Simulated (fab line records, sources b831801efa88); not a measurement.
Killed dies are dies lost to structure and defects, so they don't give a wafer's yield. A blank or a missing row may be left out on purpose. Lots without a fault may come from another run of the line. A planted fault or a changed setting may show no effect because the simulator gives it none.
Chamber matching | flow sky130 | SKY_VIA2_CMP_02 on cmp-01: 4 sister chambers
The step polishes SiO2. 33 wafers are shown with their chamber, then 12 later ones without.

WAFERS WITH THEIR CHAMBER
wafer  | chamber | motor_current_A (A) | head_pressure_psi (psi)
L076.1 | 3       | 13.0                | 4.000
L076.4 | 0       | 11.3                | 3.994
L076.6 | 3       | 12.9                | 4.008
L077.4 | 0       | 11.6                | 3.991
L077.5 | 2       | 11.2                | 3.981
L077.6 | 1       | 13.7                | 3.990
L078.2 | 1       | 13.1                | 3.986
L078.5 | 2       | 11.0                | 4.008
L078.6 | 1       | 13.4                | 4.001
L080.2 | 0       | 11.1                | 4.004
L080.4 | 3       | 13.4                | 3.995
L080.5 | 1       | 13.4                | 3.998
L082.1 | 3       | 12.9                | 3.988
L082.5 | 2       | 10.7                | 4.019
L082.6 | 1       | 13.2                | 3.978
L086.2 | 1       | 13.5                | 4.018
L086.4 | 2       | 10.9                | 3.999
L086.5 | 1       | 13.1                | 4.011
L087.1 | 0       | 11.3                | 4.006
L087.4 | 2       | 11.2                | 3.998
L087.6 | 2       | 10.8                | 4.009
L088.1 | 3       | 13.3                | 4.012
L088.4 | 0       | 10.8                | 4.009
L088.5 | 1       | 12.7                | 4.002
L089.3 | 0       | 11.5                | 4.002
L089.4 | 1       | 12.9                | 3.999
L089.6 | 1       | 13.9                | 4.009
L091.2 | 1       | 13.7                | 4.019
L091.3 | 0       | 11.2                | 4.009
L091.6 | 3       | 12.9                | 3.986
L092.3 | 0       | 11.0                | 4.005
L092.5 | 2       | 10.4                | 4.003
L092.6 | 3       | 12.9                | 3.999

SIGNATURES (means of the wafers above)
reading           | chamber 0 | chamber 1 | chamber 2 | chamber 3 | scatter within a chamber
motor_current_A   | 11.225    | 13.327    | 10.886    | 13.043    | 0.298
head_pressure_psi | 4.00250   | 4.00100   | 4.00243   | 3.99829   | 0.0108
Rule: a wafer's distance from a chamber is the root of the sum, over the readings, of the square of ((its reading less the chamber's mean) divided by the reading's scatter). The wafer belongs to the nearest chamber; if the next one is less than 2 further off, it can't be placed. The scatter: the root of (the sum of the squares of (reading less its chamber's mean) over the shown wafers, divided by (wafers less chambers)).

WAFERS WITHOUT THEIR CHAMBER
wafer  | motor_current_A (A) | head_pressure_psi (psi)
L094.1 | 13.9                | 3.987
L094.3 | 11.1                | 3.991
L094.5 | 10.7                | 3.997
L095.2 | 11.2                | 3.995
L095.3 | 11.2                | 4.013
L095.5 | 10.9                | 3.991
L097.1 | 12.1                | 4.003
L097.4 | 11.7                | 3.992
L097.5 | 11.3                | 3.990
L096.1 | 11.5                | 3.993
L096.2 | 12.9                | 4.010
L096.4 | 11.3                | 3.974

WHICH CHAMBER EACH WENT THROUGH
wafer  | from the rows above               | in truth
L094.1 | can't be placed: 1 or 3           | 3
L094.3 | can't be placed: 0 or 2           | 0
L094.5 | can't be placed: 2 or 0           | 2
L095.2 | can't be placed: 0 or 2           | 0
L095.3 | can't be placed: 0 or 2           | 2
L095.5 | can't be placed: 2 or 0           | 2
L097.1 | can't be placed: 0 or 3 or 2 or 1 | 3
L097.4 | can't be placed: 0 or 2           | 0
L097.5 | can't be placed: 0 or 2           | 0
L096.1 | can't be placed: 0 or 2           | 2
L096.2 | can't be placed: 3 or 1           | 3
L096.4 | can't be placed: 0 or 2           | 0
Placed correctly: 0 of 12. Can't be placed from these rows: 12 (the true chamber is among the candidates in 12). Placed wrongly: 0.
